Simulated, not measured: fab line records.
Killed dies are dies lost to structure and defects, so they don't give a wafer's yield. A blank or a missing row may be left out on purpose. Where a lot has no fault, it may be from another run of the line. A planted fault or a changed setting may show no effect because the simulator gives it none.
Lot-split experiment	flow sfq_line	23 wafers read from 5 lots, route of 325 steps

## ABOUT THE SPLIT
At SFQ_TRILAYER_M1_LITHO_COAT_039 (resist thk 600 nm), the setting resist_thk_nm was moved away from the recipe's 600 nm on 7 of the 23 wafers read, by -5.2% to +5.5%. All remaining wafers had this setting at the recipe value.

## BETWEEN THE SPLIT AND THE READING: the file shows 1 step in between
- SFQ_TRILAYER_M1_BARC_OPEN_METAL_ETCH_054: etches BARC in O2, target depth 125 nm, time 41.7 s (also split here: time_s)

## THE READING
KrF_of_TRILAYER_M1_LITHO_COAT_039.thk_nm (the simulator's own value, which no gauge read), in nm, at SFQ_TRILAYER_M1_ETCH_METAL_ETCH_042 (etches Nb in Cl2/Ar, stops on SiO2, target depth 240 nm, time 120 s). The file does not state a usual value for it. Here, 16 wafers ran the recipe; their average is 382.0 nm with a standard deviation of 3.4 nm.

wafer	tool, chamber at the split	resist_thk_nm as run, nm	against the recipe	KrF_of_TRILAYER_M1_LITHO_COAT_039.thk_nm, nm	against lot-mates on the recipe
L076.1	litho_track-03, 0	600	recipe	376.9	-
L076.3	litho_track-03, 0	600	recipe	379.7	-
L076.5	litho_track-03, 0	600	recipe	378.5	-
L077.1	litho_track-03, 0	600	recipe	380.6	-
L077.2	litho_track-03, 0	568.9	-5.2%	355.9	-30.1
L077.3	litho_track-03, 0	600	recipe	389	-
L077.5	litho_track-03, 0	600	recipe	388.5	-
L077.6	litho_track-03, 0	568.9	-5.2%	351.5	-34.5
L078.1	litho_track-03, 0	600	recipe	378.1	-
L078.2	litho_track-03, 0	600	recipe	382.9	-
L078.3	litho_track-03, 0	600	recipe	384.7	-
L078.5	litho_track-03, 0	600	recipe	382.2	-
L078.6	litho_track-03, 0	600	recipe	379.1	-
L083.2	litho_track-01, 0	633.3	+5.5%	412.7	+32.4
L083.3	litho_track-01, 0	633.3	+5.5%	414.3	+34.1
L083.4	litho_track-01, 0	600	recipe	381.4	-
L083.5	litho_track-01, 0	600	recipe	379.1	-
L083.6	litho_track-01, 0	633.3	+5.5%	416	+35.8
L085.1	litho_track-03, 0	614.2	+2.4%	394.4	+10.5
L085.2	litho_track-03, 0	600	recipe	383.6	-
L085.3	litho_track-03, 0	614.2	+2.4%	397.7	+13.8
L085.5	litho_track-03, 0	600	recipe	384.8	-
L085.6	litho_track-03, 0	600	recipe	383.2	-

FIT RESULTS
A straight line over all 23 wafers: KrF_of_TRILAYER_M1_LITHO_COAT_039.thk_nm changes by +5.69 nm for each +1% of resist_thk_nm; r = +0.98; the points scatter about the line by 3.2 nm.
The same after taking each lot's own level away (the mean of its wafers on the recipe; 23 wafers): +6.12 nm for each +1%; r = +0.99; scatter 2.3 nm.
On that fit, the largest move of resist_thk_nm shifts the reading by 34 nm.
Across the lots, their own levels run from 378.37 to 386.03 nm, a range of 2.2 times the standard deviation given above.
The two slopes are in agreement: the lot-to-lot level therefore moves the slope only a little.
Check: for one of the wafers moved furthest among these (+5.5%), held out of the fit, the line's prediction against its lot-mates is +34.1 nm. It came out at +32.4 nm against them.

## THESE WAFERS: OTHER SPLITS
Note: prior to the reading, these wafers also went through further splits. Each is held against what the fit with the lots' levels taken away leaves over:
other split on the same wafers	wafers away from the commonest value	r with KrF_of_TRILAYER_M1_LITHO_COAT_039.thk_nm (lot level and that fit taken away)
SFQ_TRILAYER_INCOMING_OXIDATION_002 ox_time_s	15	-0.04
SFQ_TRILAYER_L0_LITHO_COAT_005 resist_thk_nm	8	+0.13
SFQ_TRILAYER_L0_ETCH_METAL_ETCH_008 icp_w	8	+0.04
SFQ_TRILAYER_L0_CAP_PECVD_011 time_s	5	+0.13
SFQ_TRILAYER_L0_VIA_ETCH_VIA_ETCH_016 bias_w	9	-0.14
SFQ_TRILAYER_M0_DEP_SPUTTER_019 time_s	6	+0.03
SFQ_TRILAYER_M0_ETCH_METAL_ETCH_024 icp_w	10	-0.02
SFQ_TRILAYER_I0_VIA_LITHO_COAT_036 spin_rpm	11	-0.31
SFQ_TRILAYER_I0_VIA_BARC_OPEN_VIA_ETCH_046 bias_w	6	+0.10
SFQ_TRILAYER_M1_BARC_OPEN_METAL_ETCH_054 time_s	10	-0.50

## THE WHOLE CHAIN: every reading that the file lists as answering this split, in the file's order
step	what it does	reading	change (the file's fit)	r (the file's)
SFQ_TRILAYER_M1_LITHO_COAT_039	resist thk 600 nm	KrF_of_TRILAYER_M1_LITHO_COAT_039.thk_nm (the simulator's own value, which no gauge read)	+5.96 nm for each +1% of the setting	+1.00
SFQ_TRILAYER_M1_BARC_OPEN_METAL_ETCH_054	etches BARC in O2, target depth 125 nm, time 41.7 s	KrF_of_TRILAYER_M1_LITHO_COAT_039.thk_nm (the simulator's own value, which no gauge read)	+6.21 nm for each +1% of the setting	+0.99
SFQ_TRILAYER_M1_ETCH_METAL_ETCH_042	etches Nb in Cl2/Ar, stops on SiO2, target depth 240 nm, time 120 s	KrF_of_TRILAYER_M1_LITHO_COAT_039.thk_nm (the simulator's own value, which no gauge read)	+6.1 nm for each +1% of the setting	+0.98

## THE FILE'S OWN FIT
KrF_of_TRILAYER_M1_LITHO_COAT_039.thk_nm changes by +6.1 nm for each +1% of resist_thk_nm, r = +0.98.
